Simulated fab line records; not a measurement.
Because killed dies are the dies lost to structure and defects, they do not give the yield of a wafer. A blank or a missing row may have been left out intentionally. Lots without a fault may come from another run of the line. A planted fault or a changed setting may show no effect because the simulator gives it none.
A lot that was struck, set against a sound lot    flow sky130    21 steps out of a route of 708
Sound: these wafers, L803.1, L803.5, L803.6. Wafers struck: L814.1, L814.2, L814.4. The cause comes at the end.
Each step with rows lists, per side, the tool, then ch with its chambers, then its first start. Under that, the readings that differ: sound wafers    struck wafers    difference of the means    sigmas: that difference in standard deviations of wafers without a fault.
alike: readings with means less than 2 such deviations apart, plus words and numbers identical on both sides. not compared: withheld readings, readings lacking a value on some wafer, bounds such as >300 that could conceal the same value, and numbers that have no deviation in the record and whose values overlap.
A row with sigmas, a row that says differs or no value, or rows on one side alone: a step with any of these is where the two part. Non-overlapping numbers with no deviation appear without sigmas and do not part them. Lack of a reading on every wafer of one side parts them only where that side has two or more wafers.

first, 1 step without rows for these wafers: SKY_RES_XHIGH_IMPLANT_07.
SKY_RES_XHIGH_STRIP_08: strips in O2/N2.
  sound on plasmaAsher-03 ch 0,1, day 28 14:26; struck on plasmaAsher-02 ch 0,1, day 32 02:02
reading                   sound              struck             difference  sigmas
stripTimeToEndpointS (s)  14.20 14.21 14.21  14.29 14.29 14.32  +0.09       +2
  alike: drypumpMotorCurrentA, oesProductAu
  not compared: rfHoursCounterH
SKY_RES_XHIGH_TW_MEAS_09:
  sound: filmMetro-03 at day 28 14:32; struck: filmMetro-02 at day 32 02:08
  alike: RES_XHIGH_TW
then, 7 steps without rows for these wafers: SKY_SD_N_DEHYDRATE_00 (time 60 s); SKY_SD_N_HMDS_01 (prime time 60 s); SKY_SD_N_COAT_02 (resist thk 1140 nm); SKY_SD_N_SOFTBAKE_03 (time 60 s); SKY_SD_N_EXPOSE_04 (exposes mask NSDM, target cd 380 nm); SKY_SD_N_PEB_05; SKY_SD_N_DEVELOP_06 (develop time 60 s).
SKY_SD_N_CD_MEAS_07: the cd target is 380 nm.
  sound: cdSem-01 at day 29 18:32; struck: cdSem-02 at day 33 04:59
  alike: cdNm
SKY_SD_N_OVL_MEAS_08:
  sound: overlay-01 at day 29 18:40; struck: overlay-02 at day 33 05:06
  alike: SD_N_OVL
SKY_SD_N_IMPLANT_09:
  sound on implanter-03 ch 0, day 29 18:41; struck on implanter-01 ch 0, day 33 05:08
reading      sound                          struck                         difference  sigmas
doseIonsCm2  4.007e+15 4.004e+15 3.997e+15  3.698e+15 3.685e+15 3.687e+15  -3.127e+14  -65
  alike: tiltDeg
following that, these wafers have no rows for 1 step: SKY_SD_N_IMPLANT_10.
SKY_SD_N_STRIP_11: strips in O2/N2.
  sound on plasmaAsher-01 ch 0,1, day 29 18:59; struck on plasmaAsher-01 ch 0,1, day 33 05:26
reading                   sound              struck             difference  sigmas
stripTimeToEndpointS (s)  22.54 22.60 22.57  22.25 22.28 22.27  -0.30       -8
  alike: drypumpMotorCurrentA, oesProductAu
  not compared: rfHoursCounterH
SKY_SD_N_TW_MEAS_12:
  sound: filmMetro-03 at day 29 19:05; struck: filmMetro-02 at day 33 05:32
  alike: SD_N_TW
then, 1 step without rows for these wafers: SKY_SD_N_CLEAN_13 (cleans in SC1/SC2, time 150 s).
SKY_SD_N_RTA_14: time 2 s.
  sound on rtpAnneal-02 ch 0, day 29 19:12; struck on rtpAnneal-01 ch 0, day 33 05:39
  alike: chamberO2Ppm, lampPowerPct, wafer_temp_C_max
SKY_SD_N_RS_MEAS_16: the measuring method here is four-point-probe.
  sound: filmMetro-03 at day 29 19:23; struck: filmMetro-04 at day 33 05:49
reading           sound              struck             difference  sigmas
SD_N_RS (ohm/sq)  68.67 68.70 68.75  69.06 69.04 68.97  +0.32       +2
SKY_SD_N_RS_MEAS_17: the measuring method here is four-point-probe.
  sound: filmMetro-03 at day 29 19:30; struck: filmMetro-04 at day 33 05:56
  alike: SD_P_RS
-- record jumps: 16 days separate the struck wafers' starts on either side; left off in module SD_N, taken up again in module PAD_OPEN, whose first shown step is the route's number 708 --
SKY_PAD_OPEN_PROBE_99:
  sound: prober-02 at day 47 02:34; struck: prober-01 at day 49 11:42
reading                         sound              struck           difference  sigmas
model.etest.resNdiffHv.rsOhmSq  112.8 113.2 113.2  116.1 116.8 117  +3.6        
  alike: killed_at_M0_to_M3, killed_at_M4_up, killedAtContacts, killedAtFrontEnd, killedAtOther, killedDies, killedOpen, killedShort

## WHERE THEY PART
Earliest at SKY_RES_XHIGH_STRIP_08; latest, in this record, at SKY_SD_N_RS_MEAS_16. Later steps at which nothing parts them and some readings are alike: SKY_SD_N_RS_MEAS_17, SKY_PAD_OPEN_PROBE_99.

WHY: the cause the simulator had injected
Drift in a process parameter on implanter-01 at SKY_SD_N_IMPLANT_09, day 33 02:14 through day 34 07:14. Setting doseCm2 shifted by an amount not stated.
